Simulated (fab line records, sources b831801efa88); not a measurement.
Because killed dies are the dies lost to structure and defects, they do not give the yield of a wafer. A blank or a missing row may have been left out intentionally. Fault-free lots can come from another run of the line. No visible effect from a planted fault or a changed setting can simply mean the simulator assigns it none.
The same fault as seen by 2 desks ; flow sky130 ; every desk sees just its own numbers, and what lay behind them comes last

## AT THE TOOL OWNER'S DESK: implanter-01
For each lot that ran on this tool, the mean over its sampled wafers that have a number, from the tool's own readings at SKY_LDD_N_IMPLANT_09. If a lot's mean is further than 4 standard deviations from the usual mean, the lot is out of limits and carries the mark OUT (the distance appears in the brackets).
Columns: A = beam_energy_keV at SKY_LDD_N_IMPLANT_09, usual 20.001; B = beam_on_s at SKY_LDD_N_IMPLANT_09, usual 9.99 s
lot;first seen here;A;B
L825;day 19 16:14;19.997;10.01
L827;day 20 04:32;19.999;10.31
L828;day 20 15:11;19.997;10.06
L832;day 21 22:29;16.993 (-99 or more) OUT;9.79
L833;day 22 09:05;16.985 (-99 or more) OUT;9.88
L843;day 25 17:29;19.994;9.89
L844;day 25 21:22;20.012;10.06
This desk's finding: out of limits on L832, L833; first on L832, day 21 22:29 (beam_energy_keV at SKY_LDD_N_IMPLANT_09). L825, L827, L828, L843, L844: within limits.

## METROLOGY DESK
What the gauges read, lot by lot, whatever tool the lot ran on: means of the sampled wafers that have a number. If a lot's mean is further than 4 standard deviations from the usual mean, the lot is out of limits and carries the mark OUT (the distance appears in the brackets).
Columns: A = cd_nm at SKY_POLY_GATE_CD_MEAS_22, usual 150 nm; B = LDD_P_OVL at SKY_LDD_P_OVL_MEAS_08, usual -0.1 nm
lot;first seen here;A;B
L822;day 17 06:08;147;0.3
L823;day 17 14:55;149;-0.2
L825;day 18 09:37;148;0.9
L824;day 18 09:39;148;1.3
L827;day 18 21:29;154;-1.4
L828;day 19 08:48;151;-0.8
L832;day 20 15:56;151;-0.8
L834;day 21 01:04;152;-0.3
L833;day 21 02:24;154;1.5
L840;day 23 12:55;148;0.8
L842;day 24 08:32;146;-0.6
L843;day 24 12:23;149;0.2
L844;day 24 15:36;146;2.3
This desk's finding: nothing out of limits on any of the 13 lots.

## TAKEN TOGETHER
On L832, L833, at day 21 22:29, an alarm was possible from the tool owner's desk.
From the metrology desk's view, nothing was out of limits.
The metrology desk has L832, L833 on record, within its limits.
The lots listed all ran SKY_LDD_N_IMPLANT_09 on implanter-01.

## WHAT HAD BEEN PUT IN BY THE SIMULATOR
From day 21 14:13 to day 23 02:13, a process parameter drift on implanter-01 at SKY_LDD_N_IMPLANT_09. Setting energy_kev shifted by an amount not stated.
Lots struck among those shown: L832, L833.
Time in hours from fault onset to the first out-of-limits reading at each desk: the tool owner's desk, 8.
